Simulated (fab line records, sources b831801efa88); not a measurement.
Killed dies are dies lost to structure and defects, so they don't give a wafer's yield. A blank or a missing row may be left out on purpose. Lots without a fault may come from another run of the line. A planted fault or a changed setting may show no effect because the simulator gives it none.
fab line records | flow sky130
record lots=12 wafers=36 last_day=49
route steps=708 shown VIA1@474 METAL4@631 METAL5@664 PAD_OPEN@708
lots that met no fault: from a run of the same line without faults
start_h: hours from the record's first day to the start of the lot's first wafer shown | wait_h: hours since the lot's step before | " the same as in the row above | L1.1+2: a row that stands for several wafers | - no value, or no start given | * or withheld: withheld | < > ~ a bound
route shown NAME@n: a module of which the file shows steps, and the number in the route of the first | usual: mean/standard deviation of fault-free wafers | same: alike in all rows | chamber/n: place in a boat | sites: the reading at each site | _std_site: their standard deviation | _edge_site: outer sites' mean less inner sites' | radius_mm: how far each site lies from the wafer's centre | mask NAME#n: copy n | behind: the tool/chamber that last shaped the wafer | hold: why the lot was held/for how many hours/how that ended | device: the transistor (n, p or np) that didn't switch | end of line: the same wafers' tests at the end of the route | a step without rows: its recipe alone | killed: dies lost to structure and defects at the first sort, not the wafer's yield | map: a wafer's dies, x killed, . not, _ none there
set.NAME: the setting as run; set.NAME@STEP: as run at that earlier step | model.NAME: the simulator's own value behind a step, which no gauge read
steps of the route over a sample of lots; a table a step, a row a wafer
services: from which hour (start_h, from the record's first day; less than 0 if before it) a tool's chamber was out of use, for how many hours, and why
## steps
# step SKY_VIA1_STRIP_16
# recipe chemistry=O2/N2 power_w=1400 pressure_mtorr=1500 platen_temp_c=withheld o2_flow_sccm=3000 n2_flow_sccm=300 overash_fraction=0.5
# usual drypump_motor_current_A=5.6/0.49 oes_product_au=0.416/0.0042 strip_time_to_endpoint_s=4.454/0.021
# columns lot.wafer tool chamber start_h wait_h drypump_motor_current_A oes_product_au rf_hours_counter_h strip_time_to_endpoint_s
L577.1 plasma_asher-02 1 785.89 0.0 4.7 0.414 37 4.449
L577.3 " 0 " " 5.7 0.415 - 4.417
L577.6 " 1 " " 4.7 0.413 - 4.448
L581.1 plasma_asher-02 1 813.67 0.0 4.7 0.415 40 4.469
L581.2 " 0 " " 5.7 0.414 40 4.453
L581.5 " 1 " " 4.7 0.418 - 4.440
L582.1 plasma_asher-01 0 821.52 0.0 5.4 0.416 72 4.449
L582.3 " 1 " " 5.3 0.427 - 4.465
L582.6 " 0 " " 5.4 0.415 - 4.446
L583.2 plasma_asher-03 1 832.80 0.0 5.9 0.414 92 4.460
L583.3 " 0 " " 6.2 0.411 - 4.451
L583.4 " 1 " " 5.9 0.422 - 4.439
L584.2 plasma_asher-03 1 844.84 0.0 5.9 0.414 94 4.467
L584.5 " 0 " " 6.2 0.414 - 4.492
L584.6 " 1 " " 5.9 0.421 - 4.453
L585.2 plasma_asher-02 0 866.19 0.0 5.7 0.422 45 4.434
L585.3 " 1 " " 4.7 0.414 - 4.453
L585.4 " 0 " " 5.7 0.412 - 4.428
L586.4 plasma_asher-03 0 882.23 0.1 6.2 0.414 - 4.448
L586.5 " 1 " " 5.9 0.406 - 4.402
L586.6 " 0 " " 6.2 0.415 - 4.426
L587.1 plasma_asher-02 1 883.37 0.0 4.8 0.422 47 4.452
L587.2 " 0 " " 5.7 0.417 47 4.457
L587.5 " 0 " " 5.7 0.415 - 4.487
L590.1 plasma_asher-01 1 905.45 0.0 5.3 0.414 80 4.441
L590.3 " 0 " " 5.4 0.419 - 4.439
L590.5 " 1 " " 5.3 0.408 - 4.433
L591.4 plasma_asher-02 0 905.65 0.1 5.7 0.421 - 4.471
L591.5 " 1 " " 4.7 0.416 - 4.465
L591.6 " 0 " " 5.7 0.412 - 4.473
L593.2 plasma_asher-02 0 914.27 0.0 5.7 0.414 50 4.474
L593.5 " 1 " " 4.7 0.418 - 4.472
L593.6 " 0 " " 5.7 0.420 - 4.474
L594.1 plasma_asher-02 0 922.69 0.0 5.7 0.418 51 4.473
L594.3 " 1 " " 4.7 0.412 - 4.439
L594.5 " 0 " " 5.7 0.415 - 4.446
# step SKY_METAL4_DESCUM_15
# recipe chemistry=O2 source_power_w=150 bias_power_w=0 pressure_mtorr=10 temp_c=40 time_s=8
# usual drypump_motor_current_A=5.6/0.54 oes_product_au=1.005/0.0093 rf_fwd_power_W=147.5/0.89
# columns lot.wafer tool chamber start_h wait_h drypump_motor_current_A oes_product_au rf_fwd_power_W rf_hours_counter_h
L577.1 rie_metal-02 0 971.71 0.0 4.7 0.988 148.1 11
L577.3 " 1 " " 5.5 1.000 146.2 -
L577.6 " 1 " " 5.5 1.014 146.1 -
L581.1 rie_metal-02 0 997.07 0.0 4.7 1.013 148.4 12
L581.2 " 1 " " 5.5 1.006 146.1 10
L581.5 " 1 " " 5.5 1.014 146.0 -
L582.1 rie_metal-04 0 1005.41 0.0 5.8 1.010 147.0 16
L582.3 " 1 " " 6.1 1.002 147.0 -
L582.6 " 1 " " 6.1 1.016 147.1 -
L583.2 rie_metal-04 0 1014.66 0.0 5.8 1.009 147.5 17
L583.3 " 1 " " 6.1 1.011 146.5 -
L583.4 " 0 " " 5.8 1.006 147.5 -
L584.2 rie_metal-02 0 1025.86 0.0 4.7 1.009 147.9 14
L584.5 " 1 " " 5.5 1.011 146.3 -
L584.6 " 0 " " 4.7 1.014 148.3 -
L585.2 rie_metal-04 1 1044.46 0.0 6.1 1.014 146.0 19
L585.3 " 1 " " 6.1 1.015 146.6 -
L585.4 " 0 " " 5.8 1.020 146.9 -
L586.4 rie_metal-01 0 1056.22 0.0 6.4 1.000 147.3 -
L586.5 " 1 " " 5.5 0.983 148.3 -
L586.6 " 0 " " 6.4 0.996 147.1 -
L587.1 rie_metal-02 0 1058.61 0.0 4.7 1.010 148.0 15
L587.2 " 1 " " 5.5 1.008 147.3 13
L587.5 " 0 " " 4.7 1.007 148.4 -
L590.1 rie_metal-02 0 1077.81 0.0 4.7 1.002 148.9 17
L590.3 " 1 " " 5.5 1.016 145.8 -
L590.5 " 0 " " 4.8 1.009 148.2 -
L591.4 rie_metal-02 0 1078.32 0.0 4.6 0.999 148.0 -
L591.5 " 1 " " 5.5 1.002 146.3 -
L591.6 " 0 " " 4.7 0.992 148.6 -
L593.2 rie_metal-04 1 1085.36 0.0 6.1 1.022 146.3 22
L593.5 " 0 " " 5.8 1.017 147.2 -
L593.6 " 1 " " 6.1 1.010 146.5 -
L594.1 rie_metal-02 0 1091.66 0.0 4.7 1.007 148.2 18
L594.3 " 1 " " 5.5 1.000 146.1 -
L594.5 " 0 " " 4.7 1.002 148.1 -
# step SKY_METAL4_ETCH_17
# recipe target=SiO2 stop_on=TiN chemistry=C4F8/O2/Ar source_w=1500 bias_w=1200 pressure_mtorr=40 c4f8_flow_sccm=withheld O2_flow_sccm=6 Ar_flow_sccm=300 time_s=3.9 target_depth_a=150
# usual oes_product_au=0.753/0.0074 rf_fwd_power_W=1466/5.9
# columns lot.wafer tool chamber start_h wait_h oes_product_au rf_fwd_power_W rf_hours_counter_h
L577.1 rie_diel-02 3 971.84 0.1 0.750 1474 5
L577.3 " 0 " " 0.748 1465 8
L577.6 " 2 " " 0.756 1477 -
L581.1 rie_diel-02 2 997.20 0.1 0.736 1471 9
L581.2 " 0 " " 0.740 1468 9
L581.5 " 1 " " 0.753 1461 -
L582.1 rie_diel-01 3 1005.54 0.1 0.743 1468 17
L582.3 " 0 " " 0.748 1466 16
L582.6 " 0 " " 0.751 1461 -
L583.2 rie_diel-02 2 1014.79 0.1 0.742 1473 10
L583.3 " 0 " " 0.747 1461 9
L583.4 " 3 " " 0.757 1465 6
L584.2 rie_diel-02 1 1025.99 0.1 0.745 1460 18
L584.5 " 2 " " 0.764 1473 -
L584.6 " 3 " " 0.761 1477 -
L585.2 rie_diel-04 2 1044.59 0.1 0.755 1477 23
L585.3 " 1 " " 0.759 1468 15
L585.4 " 0 " " 0.765 1467 16
L586.4 rie_diel-01 1 1056.34 0.0 0.759 1466 23
L586.5 " 3 " " 0.756 1466 -
L586.6 " 2 " " 0.755 1468 -
L587.1 rie_diel-04 3 1058.74 0.1 0.744 1466 21
L587.2 " 1 " " 0.742 1460 15
L587.5 " 3 " " 0.755 1474 -
L590.1 rie_diel-04 3 1077.99 0.1 0.765 1474 22
L590.3 " 1 " " 0.743 1465 16
L590.5 " 1 " " 0.768 1469 -
L591.4 rie_diel-01 3 1078.48 0.0 0.758 1465 19
L591.5 " 2 " " 0.748 1474 -
L591.6 " 1 " " 0.758 1469 -
L593.2 rie_diel-02 2 1085.49 0.1 0.744 1469 12
L593.5 " 0 " " 0.748 1464 -
L593.6 " 3 " " 0.762 1463 -
L594.1 rie_diel-04 0 1091.79 0.1 0.755 1462 18
L594.3 " 3 " " 0.755 1476 22
L594.5 " 3 " " 0.747 1471 -
# step SKY_METAL5_SPUTTER_03
# recipe material=Ti target_thk_nm=5 power_w=3000 time_s=3.3 chamber_pressure_pa=0.4
# usual throttle_valve_pct=29.7/0.85
# columns lot.wafer tool chamber start_h wait_h throttle_valve_pct
L577.1 pvd_sputter-04 - 998.56 0.0 28.0
L577.3 " - " " 30.3
L577.6 " - " " 30.0
L581.1 pvd_sputter-03 - 1023.86 0.0 30.0
L581.2 " - " " 28.8
L581.5 " - " " 29.6
L582.1 pvd_sputter-03 - 1031.40 0.0 30.4
L582.3 " - " " 29.5
L582.6 " - " " 28.6
L583.2 pvd_sputter-01 - 1040.04 0.0 28.9
L583.3 " - " " 30.7
L583.4 " - " " 29.3
L584.2 pvd_sputter-01 - 1050.48 0.0 29.5
L584.5 " - " " 29.2
L584.6 " - " " 28.9
L585.2 pvd_sputter-01 - 1068.05 0.0 29.5
L585.3 " - " " 29.1
L585.4 " - " " 30.7
L586.4 pvd_sputter-03 - 1080.54 0.0 28.9
L586.5 " - " " 30.0
L586.6 " - " " 28.9
L587.1 pvd_sputter-01 - 1082.77 0.0 29.6
L587.2 " - " " 29.0
L587.5 " - " " 30.7
L590.1 pvd_sputter-04 - 1101.66 0.0 31.2
L590.3 " - " " 28.5
L590.5 " - " " 30.0
L591.4 pvd_sputter-03 - 1102.03 0.0 30.2
L591.5 " - " " 30.0
L591.6 " - " " 30.4
L593.2 pvd_sputter-03 - 1108.41 0.0 29.5
L593.5 " - " " 28.8
L593.6 " - " " 29.8
L594.1 pvd_sputter-01 - 1114.10 0.0 30.8
L594.3 " - " " 29.1
L594.5 " - " " 30.9
# step SKY_PAD_OPEN_PROBE_99
# usual defect_limited_yield=82.4/1.8 killed_at_M0_to_M3=43/7.8 killed_at_M4_up=3.2/1.7 killed_at_contacts=24/5.2 killed_at_front_end=15/4.5 killed_at_other=0.4/0.65 killed_dies=87/9.1 killed_open=47/7.3 killed_short=40/6.5 sort_bin_3_pad_short=0.9/0.46 sort_bin_5_function=10.4/1.5 sort_bin_6_memory=6.3/1 sort_n_pass=405/9.1 sort_yield_pct=82.4/1.8
# same gross_dies=492 killed_at_back_side=0 sort_bin_4_leakage[%]=0 sort_bin_8_speed[%]=0
# columns lot.wafer tool chamber start_h wait_h defect_limited_yield[%] killed_at_M0_to_M3 killed_at_M4_up killed_at_contacts killed_at_front_end killed_at_other killed_dies killed_open killed_short sort_bin_3_pad_short[%] sort_bin_5_function[%] sort_bin_6_memory[%] sort_n_pass sort_yield_pct[%]
L585.2 prober-01 - 1130.12 0.1 81.5 43 5 28 14 1 91 48 42 1.6 11.4 5.5 401 81.5
L585.3 prober-01 - 1130.17 0.2 80.7 43 4 26 21 1 95 53 41 0.8 12.0 6.5 397 80.7
L585.4 prober-01 - 1130.22 0.2 81.7 49 5 17 19 0 90 41 49 0.6 10.2 7.5 402 81.7
L593.2 prober-01 - 1169.23 0.1 76.2 78 5 23 11 0 117 37 38 2.4 14.4 6.9 375 76.2
L593.5 prober-01 - 1169.38 0.2 79.7 52 1 30 17 0 100 57 43 0.4 12.4 7.5 392 79.7
L593.6 prober-01 - 1169.43 0.2 76.8 86 3 17 8 0 114 41 31 2.2 14.6 6.3 378 76.8
L594.1 prober-01 - 1174.38 0.1 74.2 91 2 17 17 0 127 38 42 2.0 17.5 6.3 365 74.2
L594.3 prober-01 - 1174.48 0.2 79.9 44 3 35 17 0 99 51 47 1.0 11.2 7.9 393 79.9
L594.5 prober-01 - 1174.58 0.2 76.2 74 7 25 11 0 117 35 38 2.0 13.4 8.3 375 76.2
# killed by level:class
L585.2 CONTACT:geometric_particle:open=14 VIA1:geometric_particle:open=8 VIA2:geometric_particle:open=7 VIA1:geometric_particle:short=6 FIELD_ISO:geometric_particle:open=5 METAL1:geometric_particle:short=5 CONTACT:geometric_particle:short=5 FIELD_ISO:geometric_particle:short=4
L585.3 CONTACT:geometric_particle:open=11 METAL2:geometric_particle:short=7 VIA1:geometric_particle:open=7 VIA3:geometric_particle:open=7 LI_CONTACT:geometric_particle:open=6 FIELD_ISO:geometric_particle:open=5 POLY_GATE:geometric_particle:open=5 METAL1:geometric_particle:short=5
L585.4 VIA1:geometric_particle:open=9 METAL1:geometric_particle:short=7 FIELD_ISO:geometric_particle:short=6 VIA1:geometric_particle:short=6 METAL2:geometric_particle:short=6 VIA3:geometric_particle:open=6 CONTACT:geometric_particle:short=5 CONTACT:geometric_particle:open=5
L593.2 VIA1:unspecified=42 CONTACT:geometric_particle:open=10 VIA1:geometric_particle:open=9 VIA3:geometric_particle:short=7 VIA3:geometric_particle:open=5 LI_CONTACT:geometric_particle:short=5 METAL4:geometric_particle:short=5 FIELD_ISO:geometric_particle:open=4
L593.5 CONTACT:geometric_particle:open=15 VIA1:geometric_particle:open=9 METAL1:geometric_particle:short=8 VIA1:geometric_particle:short=6 LI_CONTACT:geometric_particle:open=6 VIA3:geometric_particle:open=6 POLY_GATE:geometric_particle:short=5 CONTACT:geometric_particle:short=5
L593.6 VIA1:unspecified=42 VIA1:geometric_particle:open=13 CONTACT:geometric_particle:open=8 VIA1:geometric_particle:short=6 VIA3:geometric_particle:short=6 VIA3:geometric_particle:open=5 POLY_GATE:geometric_particle:short=4 VIA2:geometric_particle:open=4
L594.1 VIA1:unspecified=46 VIA1:geometric_particle:open=11 CONTACT:geometric_particle:short=6 POLY_GATE:geometric_particle:open=6 LI_CONTACT:geometric_particle:open=6 VIA2:geometric_particle:open=6 VIA1:geometric_particle:short=6 METAL2:geometric_particle:short=6
L594.3 LI_CONTACT:geometric_particle:open=14 VIA1:geometric_particle:open=11 CONTACT:geometric_particle:short=7 CONTACT:geometric_particle:open=7 METAL2:geometric_particle:short=6 POLY_GATE:geometric_particle:short=5 METAL1:geometric_particle:short=5 VIA2:geometric_particle:short=4
L594.5 VIA1:unspecified=44 VIA1:geometric_particle:open=8 LI_CONTACT:geometric_particle:open=7 CONTACT:geometric_particle:open=7 METAL4:geometric_particle:short=6 CONTACT:geometric_particle:short=6 METAL1:geometric_particle:short=5 METAL2:geometric_particle:short=5
## services
# columns tool chamber start_h hours kind
rie_metal-04 - 773.97 2.8 pm
rie_diel-04 0 778.33 11.9 repair
rie_diel-02 2 787.14 2.9 repair
rie_metal-04 - 791.40 1.5 repair
plasma_asher-02 - 799.19 0.6 repair
rie_diel-04 1 814.86 4.7 repair
rie_diel-04 - 839.80 2.8 pm
pvd_sputter-03 - 841.88 4.9 repair
rie_metal-02 - 848.78 4.3 pm
rie_diel-02 - 860.03 1.2 repair
pvd_sputter-01 - 867.85 1.5 repair
rie_metal-02 0 875.06 5.7 repair
pvd_sputter-01 - 883.75 1.2 repair
rie_diel-02 1 890.57 4.6 repair
rie_diel-02 - 898.53 0.5 repair
plasma_asher-02 - 903.23 1.2 repair
rie_metal-02 0 934.01 14.7 repair
plasma_asher-02 - 958.05 17.6 repair
pvd_sputter-03 - 982.16 0.9 repair
rie_diel-02 0 1046.18 16.5 repair
rie_metal-02 0 1079.12 5.9 repair
rie_metal-02 - 1082.58 0.9 repair
rie_metal-02 1 1100.90 6.0 repair
rie_diel-02 - 1110.19 0.2 repair
## key
first_sign step=SKY_PAD_OPEN_PROBE_99 reading=killed_at_M0_to_M3 direction=up sigmas=5 usual=43 struck=82
effect step=SKY_PAD_OPEN_PROBE_99 reading=defect_limited_yield direction=down sigmas=3.5 usual=82.4 struck=75.9
met_at SKY_VIA1_STRIP_16
struck_lots L593,L594
struck_wafers L593.2,L593.6,L594.1,L594.5
not_acting_at SKY_METAL4_DESCUM_15,SKY_METAL4_ETCH_17,SKY_METAL5_SPUTTER_03
onset_between 905.65 914.27
fault kind=chamber_particle_source tool=plasma_asher-02 chamber=0 onset_h=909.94 steps=SKY_VIA1_STRIP_16 rate_per_visit_cm2=0.64993 end_h=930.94
